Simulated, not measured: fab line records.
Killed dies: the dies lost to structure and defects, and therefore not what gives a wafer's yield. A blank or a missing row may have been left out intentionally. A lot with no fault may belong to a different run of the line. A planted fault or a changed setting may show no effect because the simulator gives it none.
fab line records | flow gf180mcu
[record] lots = 24 | wafers = 72 | last-day = 34
route steps=602 shown V1@351 V3@432 MIM@514 M5@534 PASSIVATION@601
lots untouched by any fault: they come from a run of this same line in which no faults occurred
start-h: the number of hours between the record's first day and the start of the first shown wafer of the lot | wait-h: how many hours have passed since the lot's step before this one | " unchanged from the row above | L1.1+2: one row covering several wafers at once | - no value, or no start was given | * or withheld: withheld | < > ~ a bound
route shown NAME@n: names a module that has steps shown in the file, with the first one's number in the route | usual: mean/standard deviation taken from wafers without a fault | same: alike in all rows | chamber/n: place in a boat | sites: each site's reading | _std_site: the values' standard deviation | _edge_site: the outer-site mean with the inner-site mean subtracted | radius-mm: how far each site lies from the wafer's centre | mask NAME#n: copy n | behind: the tool/chamber that last shaped the wafer | hold: cause of the lot's hold/its duration in hours/its outcome | device: whichever transistor did not switch (one of n, p or np) | end of line: the route-end tests of the same wafers | a step with no rows: only its recipe | killed: not the wafer's yield, but the dies lost to structure and defects at the first sort | map: per-die view of a wafer (x killed, . not killed, _ where there is no die)
set.NAME: the setting that was run; set.NAME@STEP: the one run at that earlier step | model.NAME: the simulator's own value behind a step, which no gauge read
one table for each step of the route and one row for each wafer, over a sample of lots
services: when a tool's chamber went out of use (start-h, in hours from the record's first day, below 0 if earlier), for how many hours, and the reason
[[steps]]
[step GF_V1_ETCH_16]
[recipe] chemistry = N2/H2 | target-depth-a = withheld | overetch-a = withheld | time-s = withheld | target = BARC | ion-energy-ev = 200 | source-w = 500 | bias-w = 100 | pressure-mtorr = 30 | n2-flow-sccm = 100 | h2-flow-sccm = 200
[usual] drypump-motor-current-A = 5.7/0.55 | oes-product-au = 0.854/0.005 | throttle-valve-pct = 13.224/0.0095
lot.wafer | tool        | chamber | start-h | wait-h | drypump-motor-current-A | oes-product-au | throttle-valve-pct
L074.3    | rie-diel-03 | 0       | 415.35  | 0.0    | 5.8                     | 0.853          | 13.223
L074.4    | "           | 0       | "       | "      | 5.8                     | 0.849          | 13.223
L074.5    | "           | 3       | "       | "      | 5.0                     | 0.851          | 13.208
L075.2    | rie-diel-02 | 1       | 418.50  | 0.0    | 5.7                     | 0.851          | 13.218
L075.3    | "           | 2       | "       | "      | 5.2                     | 0.853          | 13.217
L075.6    | "           | 1       | "       | "      | 5.7                     | 0.857          | 13.226
L076.1    | rie-diel-03 | 3       | 429.26  | 0.0    | 5.0                     | 0.854          | 13.239
L076.5    | "           | 3       | "       | "      | 5.0                     | 0.851          | 13.225
L076.6    | "           | 2       | "       | "      | 6.4                     | 0.856          | 13.217
L077.2    | rie-diel-01 | 0       | 437.25  | 0.0    | 5.2                     | 0.857          | 13.242
L077.3    | "           | 1       | "       | "      | 5.5                     | 0.852          | 13.214
L077.4    | "           | 0       | "       | "      | 5.1                     | 0.860          | 13.206
L078.1    | rie-diel-03 | 0       | 445.31  | 0.0    | 5.8                     | 0.852          | 13.232
L078.4    | "           | 3       | "       | "      | 5.0                     | 0.858          | 13.225
L078.5    | "           | 0       | "       | "      | 5.8                     | 0.861          | 13.241
L079.2    | rie-diel-03 | 3       | 455.66  | 0.0    | 5.0                     | 0.849          | 13.230
L079.3    | "           | 0       | "       | "      | 5.8                     | 0.860          | 13.234
L079.5    | "           | 3       | "       | "      | 5.0                     | 0.852          | 13.211
L080.1    | rie-diel-01 | 0       | 465.86  | 0.0    | 5.2                     | 0.858          | 13.219
L080.2    | "           | 2       | "       | "      | 6.4                     | 0.864          | 13.217
L080.3    | "           | 1       | "       | "      | 5.5                     | 0.846          | 13.222
L081.1    | rie-diel-01 | 2       | 478.75  | 0.0    | 6.4                     | 0.853          | 13.207
L081.2    | "           | 3       | "       | "      | 6.5                     | 0.858          | 13.235
L081.6    | "           | 2       | "       | "      | 6.4                     | 0.849          | 13.216
L082.1    | rie-diel-03 | 3       | 486.66  | 0.0    | 5.0                     | 0.847          | 13.227
L082.2    | "           | 2       | "       | "      | 6.5                     | 0.852          | 13.228
L082.6    | "           | 2       | "       | "      | 6.5                     | 0.854          | 13.229
L083.1    | rie-diel-01 | 0       | 495.91  | 0.0    | 5.2                     | 0.850          | 13.222
L083.2    | "           | 1       | "       | "      | 5.5                     | 0.859          | 13.218
L083.3    | "           | 3       | "       | "      | 6.5                     | 0.859          | 13.218
L084.1    | rie-diel-01 | 3       | 505.66  | 0.0    | 6.4                     | 0.857          | 13.223
L084.3    | "           | 0       | "       | "      | 5.2                     | 0.852          | 13.232
L084.4    | "           | 1       | "       | "      | 5.5                     | 0.853          | 13.224
L085.3    | rie-diel-03 | 1       | 509.76  | 0.0    | 5.7                     | 0.849          | 13.238
L085.4    | "           | 2       | "       | "      | 6.4                     | 0.855          | 13.216
L085.6    | "           | 2       | "       | "      | 6.5                     | 0.849          | 13.201
L086.1    | rie-diel-02 | 0       | 523.55  | 0.0    | 5.8                     | 0.851          | 13.224
L086.4    | "           | 3       | "       | "      | 4.8                     | 0.858          | 13.213
L086.5    | "           | 0       | "       | "      | 5.8                     | 0.853          | 13.225
L087.3    | rie-diel-03 | 2       | 525.40  | 0.0    | 6.5                     | 0.854          | 13.223
L087.4    | "           | 3       | "       | "      | 5.0                     | 0.858          | 13.211
L087.6    | "           | 2       | "       | "      | 6.4                     | 0.852          | 13.227
L088.1    | rie-diel-03 | 1       | 552.30  | 0.0    | 5.7                     | 0.851          | 13.238
L088.4    | "           | 3       | "       | "      | 5.0                     | 0.846          | 13.225
L088.5    | "           | 0       | "       | "      | 5.8                     | 0.850          | 13.226
L090.1    | rie-diel-01 | 3       | 562.95  | 0.0    | 6.5                     | 0.857          | 13.223
L090.4    | "           | 3       | "       | "      | 6.5                     | 0.848          | 13.210
L090.5    | "           | 0       | "       | "      | 5.1                     | 0.850          | 13.227
L089.3    | rie-diel-02 | 0       | 563.66  | 0.0    | 5.8                     | 0.844          | 13.222
L089.4    | "           | 2       | "       | "      | 5.3                     | 0.859          | 13.225
L089.5    | "           | 1       | "       | "      | 5.8                     | 0.855          | 13.218
L091.2    | rie-diel-02 | 3       | 565.45  | 0.0    | 4.8                     | 0.859          | 13.222
L091.5    | "           | 3       | "       | "      | 4.9                     | 0.850          | 13.225
L091.6    | "           | 2       | "       | "      | 5.2                     | 0.849          | 13.233
L092.2    | rie-diel-02 | 0       | 568.36  | 0.0    | 5.8                     | 0.848          | 13.217
L092.5    | "           | 0       | "       | "      | 5.8                     | 0.847          | 13.219
L092.6    | "           | 3       | "       | "      | 4.8                     | 0.859          | 13.221
L093.2    | rie-diel-01 | 2       | 572.45  | 0.0    | 6.4                     | 0.866          | 13.220
L093.5    | "           | 0       | "       | "      | 5.2                     | 0.846          | 13.221
L093.6    | "           | 3       | "       | "      | 6.5                     | 0.858          | 13.241
L094.1    | rie-diel-03 | 3       | 592.25  | 0.0    | 5.0                     | 0.865          | 13.232
L094.2    | "           | 0       | "       | "      | 5.8                     | 0.853          | 13.224
L094.5    | "           | 2       | "       | "      | 6.4                     | 0.857          | 13.207
L095.1    | rie-diel-01 | 3       | 598.21  | 0.0    | 6.5                     | 0.848          | 13.215
L095.2    | "           | 0       | "       | "      | 5.1                     | 0.851          | 13.228
L095.4    | "           | 2       | "       | "      | 6.4                     | 0.865          | 13.219
L096.2    | rie-diel-02 | 3       | 607.20  | 0.0    | 4.8                     | 0.856          | 13.220
L096.3    | "           | 2       | "       | "      | 5.3                     | 0.855          | 13.236
L096.6    | "           | 0       | "       | "      | 5.8                     | 0.852          | 13.215
L097.1    | rie-diel-02 | 3       | 615.50  | 0.0    | 4.8                     | 0.849          | 13.226
L097.2    | "           | 2       | "       | "      | 5.2                     | 0.856          | 13.232
L097.5    | "           | 1       | "       | "      | 5.7                     | 0.856          | 13.227
[step GF_V1_CMP_26]
[recipe] stop-on = SiO2 | down-force-psi = 3.5 | platen-rpm = 60 | t-overpolish-s = 15 | target-thk-nm = 0 | pad-velocity-m-s = 0.94248
[usual] motor-current-A = 11.0/1.1 | overpolish-run-s = 15.001/0.01 | time-to-endpoint-s = 86/3
lot.wafer | tool   | chamber | start-h | wait-h | motor-current-A | overpolish-run-s | time-to-endpoint-s
L074.4    | cmp-02 | 2       | 416.51  | 0.1    | 9.8             | 14.996           | 86
L074.3    | "      | 3       | "       | "      | 10.9            | 15.024           | 82
L074.5    | "      | 0       | "       | "      | 10.8            | 14.991           | 84
L075.2    | cmp-01 | 0       | 419.66  | 0.1    | 12.5            | 15.009           | 86
L075.3    | "      | 1       | "       | "      | 10.7            | 14.985           | 89
L075.6    | "      | 3       | "       | "      | 12.5            | 15.022           | 86
L076.1    | cmp-02 | 2       | 430.37  | 0.1    | 10.0            | 14.993           | 85
L076.6    | "      | 1       | "       | "      | 11.3            | 15.009           | 87
L076.5    | "      | 2       | "       | "      | 9.7             | 15.011           | 86
L077.4    | cmp-02 | 0       | 438.31  | 0.0    | 11.1            | 14.976           | 82
L077.2    | "      | 1       | "       | "      | 10.0            | 14.999           | 84
L077.3    | "      | 2       | "       | "      | 9.9             | 14.989           | 80
L078.1    | cmp-01 | 0       | 446.45  | 0.1    | 12.7            | 15.005           | 85
L078.4    | "      | 1       | "       | "      | 10.1            | 15.018           | 85
L078.5    | "      | 3       | "       | "      | 12.4            | 14.997           | 84
L079.2    | cmp-01 | 0       | 456.78  | 0.1    | 12.5            | 15.007           | 85
L079.3    | "      | 2       | "       | "      | 9.3             | 15.015           | 92
L079.5    | "      | 0       | "       | "      | 12.4            | 14.985           | 82
L080.3    | cmp-02 | 1       | 466.94  | 0.0    | 11.6            | 15.017           | 86
L080.2    | "      | 2       | "       | "      | 9.6             | 14.999           | 84
L080.1    | "      | 3       | "       | "      | 11.3            | 15.012           | 85
L081.1    | cmp-01 | 3       | 479.82  | 0.1    | 12.5            | 15.007           | 83
L081.2    | "      | 1       | "       | "      | 10.1            | 14.995           | 85
L081.6    | "      | 0       | "       | "      | 12.0            | 15.010           | 83
L082.1    | cmp-01 | 3       | 487.88  | 0.1    | 12.3            | 14.992           | 87
L082.2    | "      | 1       | "       | "      | 10.2            | 15.012           | 90
L082.6    | "      | 2       | "       | "      | 9.7             | 15.000           | 86
L083.3    | cmp-01 | 2       | 497.08  | 0.0    | 9.7             | 15.018           | 90
L083.2    | "      | 0       | "       | "      | 12.7            | 15.009           | 90
L083.1    | "      | 1       | "       | "      | 9.6             | 14.994           | 90
L084.1    | cmp-01 | 3       | 506.77  | 0.1    | 12.6            | 14.995           | 91
L084.4    | "      | 0       | "       | "      | 12.1            | 14.994           | 89
L084.3    | "      | 1       | "       | "      | 10.1            | 14.981           | 88
L085.4    | cmp-01 | 2       | 510.91  | 0.1    | 9.4             | 15.003           | 90
L085.3    | "      | 3       | "       | "      | 11.6            | 15.000           | 85
L085.6    | "      | 1       | "       | "      | 10.4            | 15.002           | 89
L086.4    | cmp-01 | 3       | 524.71  | 0.1    | 12.4            | 15.007           | 83
L086.1    | "      | 0       | "       | "      | 12.6            | 15.005           | 82
L086.5    | "      | 1       | "       | "      | 10.3            | 15.000           | 84
L087.3    | cmp-02 | 3       | 526.47  | 0.0    | 11.1            | 15.004           | 84
L087.4    | "      | 1       | "       | "      | 12.1            | 15.013           | 80
L087.6    | "      | 3       | "       | "      | 11.7            | 14.978           | 78
L088.1    | cmp-01 | 2       | 553.56  | 0.1    | 9.9             | 14.997           | 92
L088.4    | "      | 3       | "       | "      | 12.2            | 15.010           | 90
L088.5    | "      | 1       | "       | "      | 10.6            | 14.988           | 91
L090.1    | cmp-01 | 2       | 564.11  | 0.1    | 10.0            | 14.974           | 87
L090.4    | "      | 3       | "       | "      | 12.8            | 15.001           | 84
L090.5    | "      | 1       | "       | "      | 10.5            | 14.993           | 87
L089.3    | cmp-01 | 3       | 564.80  | 0.1    | 12.6            | 15.000           | 85
L089.4    | "      | 1       | "       | "      | 10.4            | 14.994           | 92
L089.5    | "      | 2       | "       | "      | 9.2             | 15.006           | 90
L091.2    | cmp-01 | 3       | 566.61  | 0.1    | 11.7            | 14.999           | 90
L091.6    | "      | 1       | "       | "      | 9.9             | 14.993           | 90
L091.5    | "      | 2       | "       | "      | 9.7             | 14.988           | 90
L092.2    | cmp-02 | 2       | 569.57  | 0.2    | 10.1            | 15.004           | 87
L092.5    | "      | 3       | "       | "      | 11.2            | 15.004           | 87
L092.6    | "      | 0       | "       | "      | 11.4            | 14.996           | 83
L093.2    | cmp-02 | 3       | 575.95  | 2.5    | 11.7            | 15.002           | 87
L093.5    | "      | 2       | "       | "      | 10.1            | 15.017           | 84
L093.6    | "      | 3       | "       | "      | 11.1            | 15.001           | 84
L094.1    | cmp-02 | 2       | 593.31  | 0.1    | 10.2            | 15.015           | 80
L094.2    | "      | 0       | "       | "      | 11.2            | 15.000           | 83
L094.5    | "      | 2       | "       | "      | 10.4            | 15.006           | 83
L095.1    | cmp-01 | 0       | 599.48  | 0.3    | 12.6            | 15.006           | 87
L095.4    | "      | 2       | "       | "      | 9.9             | 15.009           | 85
L095.2    | "      | 3       | "       | "      | 12.1            | 14.998           | 82
L096.3    | cmp-01 | 2       | 608.26  | 0.0    | 10.1            | 15.007           | 86
L096.2    | "      | 3       | "       | "      | 12.8            | 14.986           | 85
L096.6    | "      | 2       | "       | "      | 9.4             | 15.002           | 85
L097.2    | cmp-02 | 1       | 616.56  | 0.0    | 12.3            | 14.986           | 85
L097.1    | "      | 2       | "       | "      | 10.1            | 14.986           | 84
L097.5    | "      | 1       | "       | "      | 11.1            | 14.996           | 85
[step GF_V3_THK_MEAS_03]
[recipe] reads = SiO2_of_V3_CVD_02
[usual] V3_CVD_02_THK = 848/11
lot.wafer | tool          | chamber | start-h | wait-h | V3_CVD_02_THK[nm]
L074.3    | film-metro-02 | -       | 494.84  | 0.1    | 839
L074.4    | "             | -       | "       | "      | 844
L074.5    | "             | -       | "       | "      | 838
L075.2    | film-metro-01 | -       | 497.89  | 0.1    | 848
L075.3    | "             | -       | "       | "      | 857
L075.6    | "             | -       | "       | "      | 861
L076.1    | film-metro-03 | -       | 508.37  | 0.0    | 854
L076.5    | "             | -       | "       | "      | 866
L076.6    | "             | -       | "       | "      | 870
L077.2    | film-metro-03 | -       | 515.54  | 0.1    | 847
L077.3    | "             | -       | "       | "      | 855
L077.4    | "             | -       | "       | "      | 856
L078.1    | film-metro-02 | -       | 523.11  | 0.0    | 838
L078.4    | "             | -       | "       | "      | 851
L078.5    | "             | -       | "       | "      | 856
L079.2    | film-metro-02 | -       | 533.18  | 0.0    | 845
L079.3    | "             | -       | "       | "      | 840
L079.5    | "             | -       | "       | "      | 849
L080.1    | film-metro-03 | -       | 542.88  | 0.0    | 842
L080.2    | "             | -       | "       | "      | 849
L080.3    | "             | -       | "       | "      | 848
L081.1    | film-metro-03 | -       | 555.10  | 0.0    | 845
L081.2    | "             | -       | "       | "      | 837
L081.6    | "             | -       | "       | "      | 850
L082.1    | film-metro-01 | -       | 562.73  | 0.1    | 841
L082.2    | "             | -       | "       | "      | 837
L082.6    | "             | -       | "       | "      | 856
L083.1    | film-metro-02 | -       | 571.40  | 0.0    | 836
L083.2    | "             | -       | "       | "      | 831
L083.3    | "             | -       | "       | "      | 843
L084.1    | film-metro-03 | -       | 580.13  | 0.0    | 835
L084.3    | "             | -       | "       | "      | 836
L084.4    | "             | -       | "       | "      | 863
L085.3    | film-metro-02 | -       | 582.94  | 0.1    | 868
L085.4    | "             | -       | "       | "      | 862
L085.6    | "             | -       | "       | "      | 864
L086.1    | film-metro-02 | -       | 599.07  | 0.0    | 859
L086.4    | "             | -       | "       | "      | 866
L086.5    | "             | -       | "       | "      | 866
L087.3    | film-metro-01 | -       | 600.04  | 0.1    | 836
L087.4    | "             | -       | "       | "      | 843
L087.6    | "             | -       | "       | "      | 843
L088.1    | film-metro-01 | -       | 623.30  | 0.0    | 843
L088.4    | "             | -       | "       | "      | 848
L088.5    | "             | -       | "       | "      | 861
L090.1    | film-metro-01 | -       | 631.32  | 0.0    | 837
L090.4    | "             | -       | "       | "      | 855
L090.5    | "             | -       | "       | "      | 869
L089.3    | film-metro-02 | -       | 633.04  | 0.1    | 828
L089.4    | "             | -       | "       | "      | 840
L089.5    | "             | -       | "       | "      | 843
L091.2    | film-metro-03 | -       | 633.48  | 0.1    | 828
L091.5    | "             | -       | "       | "      | 849
L091.6    | "             | -       | "       | "      | 838
L092.2    | film-metro-01 | -       | 636.53  | 0.0    | 852
L092.5    | "             | -       | "       | "      | 860
L092.6    | "             | -       | "       | "      | 854
L093.2    | film-metro-01 | -       | 642.58  | 0.0    | 832
L093.5    | "             | -       | "       | "      | 855
L093.6    | "             | -       | "       | "      | 850
L094.1    | film-metro-03 | -       | 658.36  | 0.0    | 842
L094.2    | "             | -       | "       | "      | 848
L094.5    | "             | -       | "       | "      | 863
L095.1    | film-metro-03 | -       | 664.96  | 0.0    | 831
L095.2    | "             | -       | "       | "      | 830
L095.4    | "             | -       | "       | "      | 848
L096.2    | film-metro-01 | -       | 672.09  | 0.0    | 849
L096.3    | "             | -       | "       | "      | 834
L096.6    | "             | -       | "       | "      | 857
L097.1    | film-metro-01 | -       | 680.70  | 0.0    | 857
L097.2    | "             | -       | "       | "      | 841
L097.5    | "             | -       | "       | "      | 868
[step GF_MIM_THK_MEAS_11]
[recipe] thk-meas-gauge = xrf | reads = AlCu_of_MIM_SPUTTER_08
[usual] MIM_ALCU_THK = 198.2/1.9
lot.wafer | tool          | chamber | start-h | wait-h | MIM_ALCU_THK[nm]
L074.3    | film-metro-03 | -       | 569.62  | 0.1    | 196.8
L074.4    | "             | -       | "       | "      | 197.7
L074.5    | "             | -       | "       | "      | 198.1
L075.2    | film-metro-03 | -       | 572.75  | 0.1    | 198.5
L075.3    | "             | -       | "       | "      | 199.1
L075.6    | "             | -       | "       | "      | 198.8
L076.1    | film-metro-04 | -       | 581.51  | 0.1    | 198.2
L076.5    | "             | -       | "       | "      | 197.5
L076.6    | "             | -       | "       | "      | 195.9
L077.2    | film-metro-03 | -       | 586.47  | 0.1    | 197.0
L077.3    | "             | -       | "       | "      | 196.4
L077.4    | "             | -       | "       | "      | 195.6
L078.1    | film-metro-04 | -       | 598.20  | 0.1    | 199.2
L078.4    | "             | -       | "       | "      | 196.9
L078.5    | "             | -       | "       | "      | 197.7
L079.2    | film-metro-01 | -       | 605.54  | 0.1    | 203.2
L079.3    | "             | -       | "       | "      | 199.4
L079.5    | "             | -       | "       | "      | 203.8
L080.1    | film-metro-03 | -       | 614.30  | 0.1    | 201.1
L080.2    | "             | -       | "       | "      | 198.9
L080.3    | "             | -       | "       | "      | 199.6
L081.1    | film-metro-03 | -       | 624.75  | 0.1    | 195.7
L081.2    | "             | -       | "       | "      | 195.5
L081.6    | "             | -       | "       | "      | 193.6
L082.1    | film-metro-04 | -       | 630.52  | 0.1    | 197.4
L082.2    | "             | -       | "       | "      | 199.2
L082.6    | "             | -       | "       | "      | 197.5
L083.1    | film-metro-04 | -       | 639.07  | 0.1    | 199.1
L083.2    | "             | -       | "       | "      | 194.6
L083.3    | "             | -       | "       | "      | 199.0
L084.1    | film-metro-04 | -       | 647.74  | 0.1    | 201.3
L084.3    | "             | -       | "       | "      | 201.5
L084.4    | "             | -       | "       | "      | 200.2
L085.3    | film-metro-01 | -       | 651.38  | 0.1    | 196.7
L085.4    | "             | -       | "       | "      | 199.1
L085.6    | "             | -       | "       | "      | 199.0
L086.1    | film-metro-01 | -       | 664.79  | 0.1    | 194.9
L086.4    | "             | -       | "       | "      | 196.2
L086.5    | "             | -       | "       | "      | 196.8
L087.3    | film-metro-04 | -       | 665.15  | 0.1    | 199.6
L087.4    | "             | -       | "       | "      | 197.3
L087.6    | "             | -       | "       | "      | 197.0
L088.1    | film-metro-01 | -       | 688.34  | 0.1    | 196.1
L088.4    | "             | -       | "       | "      | 197.1
L088.5    | "             | -       | "       | "      | 195.9
L090.1    | film-metro-01 | -       | 694.49  | 0.1    | 200.4
L090.4    | "             | -       | "       | "      | 200.2
L090.5    | "             | -       | "       | "      | 200.6
L089.3    | film-metro-01 | -       | 696.27  | 0.1    | 199.6
L089.4    | "             | -       | "       | "      | 198.8
L089.5    | "             | -       | "       | "      | 201.0
L091.2    | film-metro-04 | -       | 697.75  | 0.1    | 200.0
L091.5    | "             | -       | "       | "      | 200.1
L091.6    | "             | -       | "       | "      | 199.4
L092.2    | film-metro-03 | -       | 699.88  | 0.1    | 199.3
L092.5    | "             | -       | "       | "      | 198.0
L092.6    | "             | -       | "       | "      | 199.4
L093.2    | film-metro-04 | -       | 704.61  | 0.1    | 196.7
L093.5    | "             | -       | "       | "      | 197.1
L093.6    | "             | -       | "       | "      | 198.9
L094.1    | film-metro-03 | -       | 720.25  | 0.1    | 198.5
L094.2    | "             | -       | "       | "      | 198.2
L094.5    | "             | -       | "       | "      | 196.7
L095.1    | film-metro-04 | -       | 726.44  | 0.1    | 195.2
L095.2    | "             | -       | "       | "      | 194.2
L095.4    | "             | -       | "       | "      | 196.4
L096.2    | film-metro-01 | -       | 732.69  | 0.1    | 198.7
L096.3    | "             | -       | "       | "      | 196.3
L096.6    | "             | -       | "       | "      | 196.2
L097.1    | film-metro-04 | -       | 740.93  | 0.1    | 199.4
L097.2    | "             | -       | "       | "      | 199.2
L097.5    | "             | -       | "       | "      | 198.0
[step GF_M5_OVL_MEAS_08]
[usual] M5_OVL = 1/5.4
lot.wafer | tool       | chamber | start-h | wait-h | M5_OVL[nm]
L074.3    | overlay-02 | -       | 613.03  | 0.1    | 9
L074.4    | "          | -       | "       | "      | 6
L074.5    | "          | -       | "       | "      | 6
L075.2    | overlay-02 | -       | 615.03  | 0.1    | 6
L075.3    | "          | -       | "       | "      | -3
L075.6    | "          | -       | "       | "      | 5
L076.1    | overlay-01 | -       | 623.17  | 0.1    | 10
L076.5    | "          | -       | "       | "      | 4
L076.6    | "          | -       | "       | "      | -3
L077.2    | overlay-01 | -       | 628.73  | 0.1    | -2
L077.3    | "          | -       | "       | "      | -9
L077.4    | "          | -       | "       | "      | 4
L078.1    | overlay-01 | -       | 639.72  | 0.1    | 9
L078.4    | "          | -       | "       | "      | 1
L078.5    | "          | -       | "       | "      | 7
L079.2    | overlay-01 | -       | 646.55  | 0.1    | -4
L079.3    | "          | -       | "       | "      | 0
L079.5    | "          | -       | "       | "      | -1
L080.1    | overlay-01 | -       | 654.26  | 0.1    | 4
L080.2    | "          | -       | "       | "      | 0
L080.3    | "          | -       | "       | "      | 7
L081.1    | overlay-01 | -       | 664.16  | 0.1    | 1
L081.2    | "          | -       | "       | "      | -1
L081.6    | "          | -       | "       | "      | 4
L082.1    | overlay-02 | -       | 669.12  | 0.1    | 2
L082.2    | "          | -       | "       | "      | 8
L082.6    | "          | -       | "       | "      | 6
L083.1    | overlay-01 | -       | 677.49  | 0.1    | -4
L083.2    | "          | -       | "       | "      | 18
L083.3    | "          | -       | "       | "      | 3
L084.1    | overlay-01 | -       | 686.21  | 0.1    | 11
L084.3    | "          | -       | "       | "      | 10
L084.4    | "          | -       | "       | "      | 8
L085.3    | overlay-01 | -       | 689.23  | 0.1    | 6
L085.4    | "          | -       | "       | "      | 4
L085.6    | "          | -       | "       | "      | 4
L086.1    | overlay-02 | -       | 703.02  | 0.1    | 5
L086.4    | "          | -       | "       | "      | -1
L086.5    | "          | -       | "       | "      | 7
L087.3    | overlay-01 | -       | 703.83  | 0.1    | -2
L087.4    | "          | -       | "       | "      | 3
L087.6    | "          | -       | "       | "      | 6
L088.1    | overlay-01 | -       | 725.51  | 0.1    | -4
L088.4    | "          | -       | "       | "      | -8
L088.5    | "          | -       | "       | "      | -1
L090.1    | overlay-01 | -       | 730.50  | 0.1    | -6
L090.4    | "          | -       | "       | "      | -6
L090.5    | "          | -       | "       | "      | -12
L089.3    | overlay-01 | -       | 732.63  | 0.1    | -7
L089.4    | "          | -       | "       | "      | -2
L089.5    | "          | -       | "       | "      | -5
L091.2    | overlay-01 | -       | 733.63  | 0.1    | -10
L091.5    | "          | -       | "       | "      | -4
L091.6    | "          | -       | "       | "      | -1
L092.2    | overlay-01 | -       | 735.48  | 0.1    | -4
L092.5    | "          | -       | "       | "      | -1
L092.6    | "          | -       | "       | "      | 2
L093.2    | overlay-01 | -       | 739.90  | 0.1    | 11
L093.5    | "          | -       | "       | "      | 2
L093.6    | "          | -       | "       | "      | -1
L094.1    | overlay-02 | -       | 755.17  | 0.1    | 1
L094.2    | "          | -       | "       | "      | 2
L094.5    | "          | -       | "       | "      | -4
L095.1    | overlay-01 | -       | 760.67  | 0.1    | -3
L095.2    | "          | -       | "       | "      | -3
L095.4    | "          | -       | "       | "      | -7
L096.2    | overlay-01 | -       | 766.38  | 0.1    | 3
L096.3    | "          | -       | "       | "      | -3
L096.6    | "          | -       | "       | "      | 0
L097.1    | overlay-02 | -       | 773.60  | 0.1    | 10
L097.2    | "          | -       | "       | "      | 2
L097.5    | "          | -       | "       | "      | 5
[step GF_PASSIVATION_BOW_MEAS_14]
[recipe] mode = bow
[usual] PASSIVATION_BOW = 139/9.5
lot.wafer | tool          | chamber | start-h | wait-h | PASSIVATION_BOW[um]
L074.3    | film-metro-04 | -       | 678.00  | 0.0    | 125
L074.4    | "             | -       | "       | "      | 136
L074.5    | "             | -       | "       | "      | 131
L075.2    | film-metro-01 | -       | 680.28  | 0.0    | 144
L075.3    | "             | -       | "       | "      | 137
L075.6    | "             | -       | "       | "      | 140
L076.1    | film-metro-01 | -       | 688.61  | 0.0    | 131
L076.5    | "             | -       | "       | "      | 127
L076.6    | "             | -       | "       | "      | 143
L077.2    | film-metro-04 | -       | 691.93  | 0.0    | 127
L077.3    | "             | -       | "       | "      | 139
L077.4    | "             | -       | "       | "      | 134
L078.1    | film-metro-01 | -       | 703.12  | 0.0    | 154
L078.4    | "             | -       | "       | "      | 140
L078.5    | "             | -       | "       | "      | 143
L079.2    | film-metro-04 | -       | 708.79  | 0.0    | 134
L079.3    | "             | -       | "       | "      | 136
L079.5    | "             | -       | "       | "      | 133
L080.1    | film-metro-01 | -       | 717.01  | 0.0    | 142
L080.2    | "             | -       | "       | "      | 123
L080.3    | "             | -       | "       | "      | 130
L081.1    | film-metro-04 | -       | 726.61  | 0.0    | 131
L081.2    | "             | -       | "       | "      | 128
L081.6    | "             | -       | "       | "      | 129
L082.1    | film-metro-02 | -       | 731.11  | 0.0    | 128
L082.2    | "             | -       | "       | "      | 131
L082.6    | "             | -       | "       | "      | 119
L083.1    | film-metro-04 | -       | 738.20  | 0.0    | 141
L083.2    | "             | -       | "       | "      | 132
L083.3    | "             | -       | "       | "      | 134
L084.1    | film-metro-01 | -       | 745.07  | 0.0    | 152
L084.3    | "             | -       | "       | "      | 148
L084.4    | "             | -       | "       | "      | 152
L085.3    | film-metro-01 | -       | 749.11  | 0.0    | 138
L085.4    | "             | -       | "       | "      | 145
L085.6    | "             | -       | "       | "      | 136
L086.1    | film-metro-01 | -       | 761.61  | 0.0    | 149
L086.4    | "             | -       | "       | "      | 155
L086.5    | "             | -       | "       | "      | 153
L087.3    | film-metro-04 | -       | 762.11  | 0.0    | 142
L087.4    | "             | -       | "       | "      | 142
L087.6    | "             | -       | "       | "      | 146
L088.1    | film-metro-01 | -       | 781.01  | 0.0    | 143
L088.4    | "             | -       | "       | "      | 133
L088.5    | "             | -       | "       | "      | 144
L090.1    | film-metro-01 | -       | 786.37  | 0.0    | 144
L090.4    | "             | -       | "       | "      | 146
L090.5    | "             | -       | "       | "      | 133
L089.3    | film-metro-04 | -       | 788.60  | 0.0    | 143
L089.4    | "             | -       | "       | "      | 150
L089.5    | "             | -       | "       | "      | 149
L091.2    | film-metro-02 | -       | 789.18  | 0.0    | 125
L091.5    | "             | -       | "       | "      | 123
L091.6    | "             | -       | "       | "      | 134
L092.2    | film-metro-04 | -       | 790.59  | 0.0    | 153
L092.5    | "             | -       | "       | "      | 160
L092.6    | "             | -       | "       | "      | 143
L093.2    | film-metro-04 | -       | 795.23  | 0.0    | 127
L093.5    | "             | -       | "       | "      | 123
L093.6    | "             | -       | "       | "      | 129
L094.1    | film-metro-04 | -       | 807.81  | 0.0    | 139
L094.2    | "             | -       | "       | "      | 138
L094.5    | "             | -       | "       | "      | 142
L095.1    | film-metro-04 | -       | 813.31  | 0.0    | 157
L095.2    | "             | -       | "       | "      | 148
L095.4    | "             | -       | "       | "      | 160
L096.2    | film-metro-02 | -       | 818.68  | 0.0    | 139
L096.3    | "             | -       | "       | "      | 149
L096.6    | "             | -       | "       | "      | 142
L097.1    | film-metro-02 | -       | 825.62  | 0.0    | 141
L097.2    | "             | -       | "       | "      | 126
L097.5    | "             | -       | "       | "      | 146
[[services]]
tool        | chamber | start-h | hours | kind
cmp-02      | -       | 393.87  | 6.3   | pm
cmp-02      | -       | 404.13  | 4.0   | pm
rie-diel-03 | 2       | 404.60  | -     | clean
cmp-02      | -       | 405.22  | 2.3   | repair
cmp-02      | -       | 421.90  | 1.5   | repair
rie-diel-01 | 3       | 436.13  | 6.8   | repair
rie-diel-03 | 1       | 440.16  | 12.2  | repair
rie-diel-01 | 2       | 448.71  | 14.2  | repair
rie-diel-01 | 0       | 449.86  | 11.6  | repair
rie-diel-03 | -       | 452.76  | 2.8   | pm
cmp-02      | -       | 456.57  | 3.9   | pm
rie-diel-01 | -       | 456.75  | 2.8   | repair
rie-diel-02 | 2       | 458.33  | 23.7  | repair
cmp-01      | -       | 492.46  | 1.2   | repair
cmp-02      | -       | 502.54  | 0.3   | repair
rie-diel-02 | 3       | 529.83  | 2.7   | repair
cmp-01      | -       | 572.12  | 4.0   | pm
cmp-02      | -       | 572.78  | 2.2   | repair
rie-diel-01 | 2       | 573.15  | 15.4  | repair
cmp-02      | -       | 574.47  | 0.5   | repair
cmp-01      | -       | 576.12  | -     | consumable-replace:conditioner
cmp-01      | -       | 576.12  | -     | consumable-replace:pad
cmp-02      | -       | 598.45  | 3.0   | repair
rie-diel-02 | -       | 602.62  | 0.2   | repair
[[key]]
fault none
